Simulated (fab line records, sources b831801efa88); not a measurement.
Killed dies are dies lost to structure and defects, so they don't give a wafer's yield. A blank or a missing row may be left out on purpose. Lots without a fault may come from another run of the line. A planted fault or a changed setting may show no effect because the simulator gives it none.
One fault seen from 2 desks | flow sky130 | each desk has only its own numbers; what lay behind them comes last

THE METROLOGY DESK
What the gauges read, lot by lot, whatever tool the lot ran on: means of the sampled wafers that have a number. A lot is out of limits, marked OUT, if its mean lies more than 4 standard deviations from the usual mean; the brackets give that distance.
Columns: A = SONOS_ONO_OVL at SKY_SONOS_ONO_OVL_MEAS_14, usual 0.9 nm; B = POLY_GATE_TW at SKY_RES_PROTECT_TW_MEAS_08, usual 4029; C = cd_nm at SKY_LDD_P_CD_MEAS_07, usual 380.4 nm
lot  | first seen here | A    | B    | C
L744 | day 12 10:04    | 3.2  | 3918 | 382.3
L745 | day 12 13:46    | 0.3  | 4074 | 377.7
L746 | day 13 00:05    | 0.5  | 3919 | 378.2
L747 | day 14 04:39    | -0.0 | 4054 | 398.6 (+6.7) OUT
L748 | day 14 05:07    | 1.3  | 4046 | 396.7 (+6.0) OUT
L749 | day 14 06:31    | 0.1  | 4069 | 380.4
L754 | day 16 12:47    | 1.5  | 4069 | 380.6
L758 | day 17 16:16    | 1.6  | 4072 | 378.8
L760 | day 18 07:30    | 0.9  | 3982 | 385.0
L762 | day 18 23:08    | 0.2  | 4028 | 385.2
L763 | day 19 00:51    | 0.1  | 4027 | 382.1
L764 | day 19 17:01    | 0.0  | 4016 | 381.4
This desk's finding: out of limits on L747, L748; first on L748, day 20 21:56 (cd_nm at SKY_LDD_P_CD_MEAS_07). In limits: L744, L745, L746, L749, L754, L758, L760, L762, L763, L764.

THE TOOL OWNER'S DESK: litho_track-03
The tool's own readings at SKY_LDD_P_DEVELOP_06 (develop time 60 s): means of the sampled wafers that have a number, for each lot that ran on this tool. A lot is out of limits, marked OUT, if its mean lies more than 4 standard deviations from the usual mean; the brackets give that distance.
Columns: A = developer_temp_C at SKY_LDD_P_DEVELOP_06, usual 23.01 C; B = exhaust_pa at SKY_LDD_P_DEVELOP_06, usual 45.1 Pa
lot  | first seen here | A     | B
L746 | day 19 13:20    | 23.09 | 46.4
L744 | day 19 14:12    | 23.04 | 45.2
L749 | day 20 20:53    | 23.04 | 45.7
L748 | day 20 21:47    | 22.99 | 45.3
L747 | day 20 22:05    | 23.05 | 44.3
L758 | day 24 14:35    | 23.16 | 44.2
L762 | day 25 17:26    | 23.05 | 45.1
L764 | day 26 07:59    | 22.99 | 45.0
This desk's finding: nothing out of limits on any of the 8 lots.

PUT TOGETHER
The metrology desk could have raised an alarm at day 20 21:56, on L747, L748.
The tool owner's desk saw nothing out of limits.
The tool owner's desk has L747, L748 on record, within its limits.
Of the lots named, all ran SKY_LDD_P_DEVELOP_06 on litho_track-03.

WHAT THE SIMULATOR HAD PUT IN
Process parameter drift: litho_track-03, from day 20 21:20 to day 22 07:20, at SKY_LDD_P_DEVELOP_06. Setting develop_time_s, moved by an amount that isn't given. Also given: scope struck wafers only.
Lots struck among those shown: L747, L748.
Hours from the fault's start to each desk's first reading out of limits: the metrology desk, 1.
